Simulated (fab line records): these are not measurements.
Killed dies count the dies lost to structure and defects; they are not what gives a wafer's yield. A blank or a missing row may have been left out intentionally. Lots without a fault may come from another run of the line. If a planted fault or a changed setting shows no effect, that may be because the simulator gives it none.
Which of the tools did it?    flow gf180mcu    18 wafers from 6 lots sampled at 3 of the route's 602 steps

## WHAT THE GAUGES READ, wafer by wafer
GF_PSD_TW_MEAS_11.
lot   measured      on             PSD_TW
L233  day 16 09:25  film metro-02  3163 3168 3166
L235  day 17 02:14  film metro-02  3353 3357 3350
L239  day 18 14:41  film metro-02  3147 3155 3156
L245  day 20 15:38  film metro-04  3182 3203 3173
L247  day 21 03:34  film metro-04  3209 3182 3195
L249  day 21 22:53  film metro-02  3153 3156 3150

## EACH LOT AND THE TOOL THAT RAN IT (in order: tool; ch and the chambers of the sampled wafers; start)
lot   GF_PSD_IMPLANT_09                GF_PSD_STRIP_10
L233  implanter-03 ch 0, day 16 09:10  plasma asher-04 ch 0,1, day 16 09:19
L235  implanter-01 ch 0, day 17 02:01  plasma asher-02 ch 0,1, day 17 02:09
L239  implanter-04 ch 0, day 18 14:26  plasma asher-04 ch 0,1, day 18 14:35
L245  implanter-04 ch 0, day 20 15:23  plasma asher-04 ch 0,1, day 20 15:32
L247  implanter-04 ch 0, day 21 03:19  plasma asher-04 ch 0,1, day 21 03:28
L249  implanter-03 ch 0, day 21 22:38  plasma asher-02 ch 0,1, day 21 22:47
- GF_PSD_IMPLANT_09
- GF_PSD_STRIP_10: strips in O2/N2.

## THE ANSWER, worked out from the rows above alone
Rule: the lots themselves supply what counts as usual. Put in order of their means at a reading, lots are off if they are a third of the lots or fewer, leave a main group of 4 or more, and stand apart from it by a gap of 3 or more times the standard deviation of the main group's means; of several such gaps the widest counts. The tables above print the reading to a certain number of digits; a main group whose means all agree to those digits is not used. A lot without any number at a reading at which 4 lots or more have one is off too. All remaining lots with rows at the step are treated as sound.
Off: at GF_PSD_TW_MEAS_11 (PSD_TW), L235. The main group has a mean of 3171 with a standard deviation of 17.
A tool fits if, at a process step before that reading, it ran every lot that is off, and no sound lot after the first of them. The gauges at GF_PSD_TW_MEAS_11 are tried like those tools. One fits: implanter-01 at GF_PSD_IMPLANT_09. It ran no sound lot before its first lot that is off in this sample, so the start can't be narrowed down.

## WHAT THE SIMULATOR PUT IN
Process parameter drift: implanter-01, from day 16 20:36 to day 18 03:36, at GF_PSD_IMPLANT_09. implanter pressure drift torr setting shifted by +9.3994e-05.
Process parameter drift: implanter-01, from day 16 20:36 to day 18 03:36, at GF_PSD_IMPLANT_09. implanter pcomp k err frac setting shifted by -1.
Lots struck among those shown: L235. This agrees with what the rule above found.
